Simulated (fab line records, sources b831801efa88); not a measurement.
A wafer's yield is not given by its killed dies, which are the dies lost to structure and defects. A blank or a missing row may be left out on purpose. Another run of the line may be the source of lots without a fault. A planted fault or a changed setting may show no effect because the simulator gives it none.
What tool caused it? -- flow gf180mcu -- 36 wafers sampled from 12 lots at 1 step of a route of 602

== WHAT EACH GAUGE READ, for each wafer ==
GF_NWELL_OVL_MEAS_07.
lot,measured,on,NWELL_OVL (nm)
L075,day 3 12:26,overlay-02,-2.1 -2.3 -1.9
L077,day 4 03:20,overlay-01,0.6 2.0 0.9
L079,day 4 11:04,overlay-02,0.5 2.0 3.7
L081,day 4 23:27,overlay-01,-0.7 -1.0 0.3
L083,day 5 08:19,overlay-01,2.6 0.5 1.7
L085,day 5 20:04,overlay-01,-0.2 1.0 0.5
L087,day 6 07:21,overlay-02,-1.5 -0.3 -0.4
L089,day 6 17:01,overlay-02,-2.8 -2.5 -2.8
L091,day 7 03:46,overlay-02,0.6 1.7 0.8
L093,day 7 15:10,overlay-02,-0.7 -0.9 -1.7
L095,day 8 03:20,overlay-01,3.8 2.7 2.1
L097,day 8 14:40,overlay-01,2.9 2.4 3.0

== TOOL THAT RAN EACH LOT (tool first, then ch and the chambers of the sampled wafers, then the start) ==
Before these readings, the record contains no process step.

== THE ANSWER, worked out from the rows above alone ==
Rule: usual is defined by the lots themselves. Put in order of their means at a reading, lots are off if they are a third of the lots or fewer, leave a main group of 4 or more, and stand apart from it by a gap of 3 or more times the standard deviation of the main group's means; of several such gaps the widest counts. A main group is skipped when, at the precision printed for the reading in the tables above, its means are all equal. A lot without any number at a reading at which 4 lots or more have one is off too. The other lots that the step has rows for count as sound.
Across all readings shown, no lot is off: no conclusion can be drawn from this.

== WHAT THE SIMULATOR PUT IN ==
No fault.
